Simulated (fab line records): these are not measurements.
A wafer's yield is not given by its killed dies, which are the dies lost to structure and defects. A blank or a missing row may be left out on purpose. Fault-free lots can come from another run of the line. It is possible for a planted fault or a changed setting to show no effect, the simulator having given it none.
A lot that was struck, set against a sound lot + flow sky130 + 17 steps out of a route of 708
Sound: wafers L571.2, L571.3, L571.6. Struck: wafer L580.1 (left out: L580.2, L580.6 of the same lot, which were not struck); the cause appears at the end.
At each step with rows: each side's tool, then ch and its chambers, then its first start. Under that, the readings that differ: sound wafers + struck wafers + difference of the means + sigmas: that difference in standard deviations of wafers without a fault.
alike: same words and numbers on both sides, and readings whose means sit less than 2 such deviations apart. not compared: any withheld reading, any reading some wafer has no value for, any bound like >300 that may hide the same value, and any number with overlapping values for which the record gives no deviation.
Wherever a step has rows on one side only, a row that says differs or no value, or a row with sigmas, the two part there. Numbers that have no deviation but don't overlap get no sigmas and don't part them. A reading missing from all wafers of one side parts the sides only when that side holds two or more wafers.

first, 1 step without rows for these wafers: SKY_NWELL_IMPLANT_24.
SKY_NWELL_STRIP_25: strips in O2/N2.
  sound on plasma-asher-02 ch 0,1, day 8 06:50; struck on plasma-asher-04 ch 1, day 10 12:51
  alike: drypump-motor-current-A, oes-product-au, strip-time-to-endpoint-s
  not compared: rf-hours-counter-h
SKY_NWELL_TW_MEAS_26:
  struck on film-metro-02, day 10 12:57; sound on film-metro-01, day 8 06:57
  alike: NWELL_2_TW
then, 1 step without rows for these wafers: SKY_NWELL_CLEAN_27 (cleans in SC1/SC2, time 150 s).
SKY_NWELL_RTA_28: time 30 s.
  sound on rtp-anneal-02 ch 0, day 8 07:04; struck on rtp-anneal-01 ch 0, day 10 13:04
  alike: lamp-power-pct, ramp-up-c-per-s, wafer_temp_C_max
SKY_NWELL_RS_MEAS_29: measurement is done with a four-point probe.
  struck on film-metro-04, day 10 13:10; sound on film-metro-01, day 8 07:10
  alike: NWELL_RS
SKY_NWELL_RS_MEAS_31: measurement is done with a four-point probe.
  struck on film-metro-04, day 10 13:24; sound on film-metro-01, day 8 07:25
  alike: PWDE_RS
then, 4 steps without rows for these wafers: SKY_VT_ADJUST_HVTP_DEHYDRATE_00 (time 60 s); SKY_VT_ADJUST_HVTP_HMDS_01 (prime time 60 s); SKY_VT_ADJUST_HVTP_COAT_02 (resist thk 1140 nm); SKY_VT_ADJUST_HVTP_SOFTBAKE_03 (time 60 s).
SKY_VT_ADJUST_HVTP_EXPOSE_04: exposes mask HVTPM, target cd 380 nm.
  sound on iline-stepper-01 ch 0, day 8 18:20; struck on iline-stepper-01 ch 0, day 11 00:38
  alike: mask, exposure-dose-mJ-cm2
then, 2 steps without rows for these wafers: SKY_VT_ADJUST_HVTP_PEB_05; SKY_VT_ADJUST_HVTP_DEVELOP_06 (develop time 60 s).
SKY_VT_ADJUST_HVTP_CD_MEAS_07: the cd target is 380 nm.
  struck on cd-sem-01, day 11 12:18; sound on cd-sem-01, day 9 05:37
| reading    | sound             | struck | difference | sigmas |
|------------|-------------------|--------|------------|--------|
| cd-nm (nm) | 379.7 380.4 379.7 | 367.4  | -12.5      | -5     |
SKY_VT_ADJUST_HVTP_OVL_MEAS_08:
  struck on overlay-01, day 11 12:25; sound on overlay-02, day 9 05:44
  alike: VT_ADJUST_HVTP_OVL
-- record jumps: 39 days separate the struck wafers' starts on either side; left off in module VT_ADJUST_HVTP, taken up again in module PAD_OPEN, whose first shown step is the route's number 708 --
SKY_PAD_OPEN_PROBE_99:
  struck on prober-02, day 50 17:28; sound on prober-01, day 49 04:50
| reading     | sound    | struck | difference | sigmas |
|-------------|----------|--------|------------|--------|
| killed-open | 47 56 52 | 37     | -15        | -2     |
  alike: killed_at_M0_to_M3, killed_at_M4_up, killed-at-contacts, killed-at-front-end, killed-at-other, killed-dies, killed-short

WHERE THEY PART
Earliest at SKY_VT_ADJUST_HVTP_CD_MEAS_07; latest, in this record, at SKY_PAD_OPEN_PROBE_99.

WHY: what had been put in by the simulator
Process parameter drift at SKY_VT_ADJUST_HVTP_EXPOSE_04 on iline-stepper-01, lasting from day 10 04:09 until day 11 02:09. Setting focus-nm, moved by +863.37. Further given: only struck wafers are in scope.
